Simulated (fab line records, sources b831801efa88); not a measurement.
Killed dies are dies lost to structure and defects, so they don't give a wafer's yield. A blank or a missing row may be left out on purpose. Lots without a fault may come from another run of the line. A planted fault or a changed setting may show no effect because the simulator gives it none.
A struck lot beside a sound one | flow gf180mcu | 15 steps out of a route of 602
Sound: wafers L715.2, L715.3, L715.4. Struck: wafers L725.1, L725.2, L725.3. The cause comes at the end.
At each step with rows: each side's tool, then ch and its chambers, then its first start. Under that, the readings that differ: sound wafers | struck wafers | difference of the means | sigmas: that difference in standard deviations of wafers without a fault.
alike: readings whose means differ by less than 2 such deviations, and words and numbers that are the same on both sides. not compared: withheld readings, readings that some wafer has no value for, bounds like >300 that may hide the same value, and numbers for which the record gives no deviation and whose values overlap.
The two part at a step that has a row with sigmas, a row that says differs or no value, or rows on one side only. Numbers that don't overlap but have no deviation are shown without sigmas and don't part them. A reading that every wafer of one side lacks parts them only if that side has two wafers or more.

GF_HV_LDD_THK_MEAS_57:
  sound on film_metro-01, day 14 03:40; struck on film_metro-04, day 16 20:07
  alike: HV_LDD_CVD_56_THK
GF_HV_LDD_ETCHBACK_58: etches Si3N4 in CH3F/O2, stops on SiO2, time 100 s, target depth 90 nm.
  sound on rie_diel-04 ch 0,2,3, day 14 03:43; struck on rie_diel-01 ch 0,1,2, day 16 20:11
  alike: bias_w, drypump_motor_current_A, oes_product_au, throttle_valve_pct
  not compared: rf_hours_counter_h
then, 7 steps without rows for these wafers: GF_NSD_DEHYDRATE_00 (time 60 s); GF_NSD_HMDS_01 (prime time 60 s); GF_NSD_COAT_02 (resist thk 1000 nm); GF_NSD_SOFTBAKE_03 (time 60 s); GF_NSD_EXPOSE_04 (exposes mask Nplus, target cd 400 nm); GF_NSD_PEB_05; GF_NSD_DEVELOP_06 (develop time 60 s).
GF_NSD_CD_MEAS_07: target cd 400 nm.
  sound on cd_sem-02, day 15 00:54; struck on cd_sem-02, day 17 18:59
  alike: cd_nm
GF_NSD_OVL_MEAS_08:
  sound on overlay-02, day 15 01:01; struck on overlay-01, day 17 19:06
  alike: NSD_OVL
then, 1 step without rows for these wafers: GF_NSD_IMPLANT_09.
GF_NSD_IMPLANT_10:
  sound on implanter-01 ch 0, day 15 01:13; struck on implanter-01 ch 0, day 17 19:17
  reading                   | sound                | struck               | difference | sigmas
  beam_energy_keV           | 39.982 39.992 40.002 | 43.568 43.575 43.597 | +3.588     | +99 or more
  model.implant.rp_nm (nm)  | 47.4 47.4 47.4       | 52.47 52.47 52.47    | +5.07      |
  model.implant.drp_nm (nm) | 21.16 21.16 21.16    | 22.74 22.74 22.74    | +1.58      |
GF_NSD_STRIP_11: strips in O2/N2.
  sound on plasma_asher-03 ch 0,1, day 15 01:20; struck on plasma_asher-01 ch 0,1, day 17 19:26
  reading                      | sound             | struck            | difference | sigmas
  strip_time_to_endpoint_s (s) | 23.02 22.99 23.05 | 23.17 23.19 23.14 | +0.15      | +4
  alike: drypump_motor_current_A, heater_power_w, o2_flow_sccm, oes_product_au
  not compared: rf_hours_counter_h
GF_NSD_TW_MEAS_12:
  sound on film_metro-04, day 15 01:27; struck on film_metro-02, day 17 19:32
  alike: NSD_TW

WHERE THEY PART
First at GF_NSD_IMPLANT_10; last, within this record, at GF_NSD_STRIP_11. Later steps at which nothing parts them and some readings are alike: GF_NSD_TW_MEAS_12.

WHY: what the simulator had put in
Process parameter drift: implanter-01, from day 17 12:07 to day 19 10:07, at GF_NSD_IMPLANT_10. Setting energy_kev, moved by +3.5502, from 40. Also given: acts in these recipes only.
